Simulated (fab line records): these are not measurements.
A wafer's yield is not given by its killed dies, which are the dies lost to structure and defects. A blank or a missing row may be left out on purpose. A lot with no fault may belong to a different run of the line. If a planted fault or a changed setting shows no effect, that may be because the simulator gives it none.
8D (eight disciplines) problem report, filled in by code :: flow gf180mcu :: the parts of the form that need people (team, actions taken, sign-off) are left out

== 1. PROBLEM STATEMENT ==
rfFwdPowerW at GF_V3_CVD_02 reads a mean of 502.6 W on 2 wafers of 2 lots; wafers without a fault read 597.3 W with a standard deviation of 1.9. Relative to the usual mean, that is a shift of -50 standard deviations.
The step: deposits SiO2 from TEOS, target thk 850 nm, time 94.851 s.
First observed at day 27 03:05: wafer L540.1, on pecvd-04. The record holds 18 wafers of 6 lots with a number at this step. The rule behind "out" and "out of limits": a value lying over 4 standard deviations away from the usual mean. The rest of the wafers with a number are treated as sound.

== 2. WHAT IT IS, AND WHAT IT ISN'T ==
question: which readings at this step
is: rfFwdPowerW
is not: heaterPowerOuterW, heaterPowerW

question: which lots
is: L540, L544
is not: L531, L533, L537, L547

question: which wafers of those lots
is: L540.1, L544.4
is not: L540.3, L540.5, L544.3, L544.6

question: read on which tools
is: pecvd-04
is not: pecvd-02, pecvd-03

question: when
is: from day 27 03:05
is not: up to then (11 sound wafers); but 5 sound wafers of L544, L547 came after

== 3. WHAT RULES OUT EACH SUSPECT ==
Counting: a tool at a process step up to the reading stays a suspect if it ran every lot that is out. Sound lots after the first of them don't rule it out here, since some wafers of a struck lot are sound.
- pecvd-04 at GF_V3_CVD_02 (deposits SiO2 from TEOS, target thk 850 nm, time 94.851 s): kept. Every lot that is out went through it, the first being L540 (day 27 03:05); the last sound lot it ran before that was L531 (day 23 17:33). Its own readings are out on those wafers: rfFwdPowerW.
- pecvd-04, GF_V3_CVD_02: wafers that are out in chamber 1, sound lot-mates in chambers 0, 2.
Left after counting: pecvd-04 at GF_V3_CVD_02.

== 4. THE CAUSE (what the simulator had put in) ==
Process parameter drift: pecvd-04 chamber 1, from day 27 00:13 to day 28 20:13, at GF_V3_CVD_02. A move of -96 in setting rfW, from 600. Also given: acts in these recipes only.
This tool alone remained once counting was done.

== 5. SEQUENCE OF EFFECTS, ordered by route ==
Rows list readings where the struck wafers' mean (over those with a number) sits beyond 3 standard deviations from the usual. Scope: only readings with a usual standard deviation given in the record; hours: median across lots of the time from each lot's start at the first step in this table that gives one to its start at this step; sigmas: change in usual standard deviations.
hours: 0
step: GF_V3_CVD_02
reading: rfFwdPowerW
usual: 597.3 W
on struck wafers: 502.6
change: -94.7
sigmas: -50
Process steps it contains:
- GF_V3_CVD_02: deposits SiO2 from TEOS, target thk 850 nm, time 94.851 s.
Later measuring or inspecting steps at which every struck wafer that the step has a row for has a number for every such reading, and none has moved that far: GF_V3_THK_MEAS_03.

== 6. HOW IT WOULD HAVE BEEN CAUGHT EARLIER ==
The fault began at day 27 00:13; the first out-of-limits reading in this record came at day 27 03:05, 3 hours later.
